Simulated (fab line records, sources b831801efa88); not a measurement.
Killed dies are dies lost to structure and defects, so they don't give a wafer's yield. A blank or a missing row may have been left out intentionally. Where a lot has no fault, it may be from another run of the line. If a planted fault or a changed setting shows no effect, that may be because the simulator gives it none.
Which of the tools did it? + flow sfq_line + 42 wafers from 14 lots sampled at 2 of the route's 325 steps

== WHAT EACH GAUGE READ, for each wafer ==
SFQ_M0_OVL_MEAS_906.
| lot  | measured     | on         | M0_OVL (nm) |
|------|--------------|------------|-------------|
| L113 | day 11 21:53 | overlay-01 | 2 9 12      |
| L114 | day 12 03:52 | overlay-02 | 0 1 0       |
| L115 | day 12 21:59 | overlay-01 | -13 -7 -3   |
| L117 | day 13 13:15 | overlay-01 | 2 0 -5      |
| L119 | day 14 08:32 | overlay-01 | 5 4 10      |
| L124 | day 16 07:07 | overlay-01 | -11 -7 -6   |
| L126 | day 17 01:07 | overlay-01 | -2 -3 -4    |
| L128 | day 17 19:07 | overlay-02 | 1 -1 -2     |
| L129 | day 18 02:19 | overlay-02 | 3 2 0       |
| L130 | day 18 08:19 | overlay-01 | 3 5 1       |
| L131 | day 18 16:43 | overlay-01 | -2 -6 -6    |
| L132 | day 19 00:02 | overlay-02 | 10 -3 4     |
| L133 | day 19 13:15 | overlay-02 | -4 5 0      |
| L134 | day 19 22:51 | overlay-01 | -4 -4 3     |

SFQ_M3_RS_MEAS_919: measurement is done with a four-point probe.
| lot  | measured     | on            | M3_NB_RS (ohm/sq) |
|------|--------------|---------------|-------------------|
| L113 | day 39 07:05 | film_metro-02 | 0.880 0.894 0.879 |
| L114 | day 39 10:38 | film_metro-03 | 0.898 0.890 0.902 |
| L115 | day 39 13:02 | film_metro-01 | 0.875 0.878 0.874 |
| L117 | day 40 14:14 | film_metro-03 | 0.899 0.905 0.894 |
| L119 | day 40 23:50 | film_metro-03 | 0.892 0.890 0.890 |
| L124 | day 43 05:01 | film_metro-03 | 0.875 0.891 0.891 |
| L126 | day 44 03:52 | film_metro-02 | 0.886 0.882 0.874 |
| L128 | day 45 01:25 | film_metro-02 | 0.880 0.872 0.866 |
| L129 | day 45 08:37 | film_metro-01 | 0.892 0.885 0.885 |
| L130 | day 45 09:56 | film_metro-02 | 0.893 0.896 0.897 |
| L131 | day 45 11:11 | film_metro-01 | 0.899 0.908 0.900 |
| L132 | day 45 12:20 | film_metro-02 | 0.895 0.905 0.909 |
| L133 | day 51 21:14 | film_metro-03 | 0.907 0.897 0.904 |
| L134 | day 52 04:26 | film_metro-03 | 0.891 0.888 0.892 |

== TOOL THAT RAN EACH LOT (tool first, then ch and the chambers of the sampled wafers, then the start) ==
No process step before these readings appears in the record.

== WHAT THE TOOLS THEMSELVES READ (means of the sampled wafers that have a number; where no wafer has one, the mark that the record gives instead) ==
The record holds no such reading with a usual standard deviation.

== THE ANSWER, worked out from the rows above alone ==
Rule: what is usual is taken from the lots themselves. The widest of any qualifying gaps counts: lots, ordered by their means at a reading, are off when they make up no more than a third of the lots, leave a main group of 4 or more, and stand apart from it by 3 or more times the standard deviation of that group's means. Not used: any main group whose means are identical at the precision the tables above print for the reading. A lot without any number at a reading at which 4 lots or more have one is off too. Any other lot the step has rows for is counted as sound. After the gauges, taken in route order, come the tools' own readings; for these a lot's mean is taken, as printed above. The first step at which some lot is off is used, and at that step the reading that is off furthest; a lot without a number counts as furthest.
Across all readings shown, no lot is off: no conclusion can be drawn from this.

== WHAT THE SIMULATOR PUT IN ==
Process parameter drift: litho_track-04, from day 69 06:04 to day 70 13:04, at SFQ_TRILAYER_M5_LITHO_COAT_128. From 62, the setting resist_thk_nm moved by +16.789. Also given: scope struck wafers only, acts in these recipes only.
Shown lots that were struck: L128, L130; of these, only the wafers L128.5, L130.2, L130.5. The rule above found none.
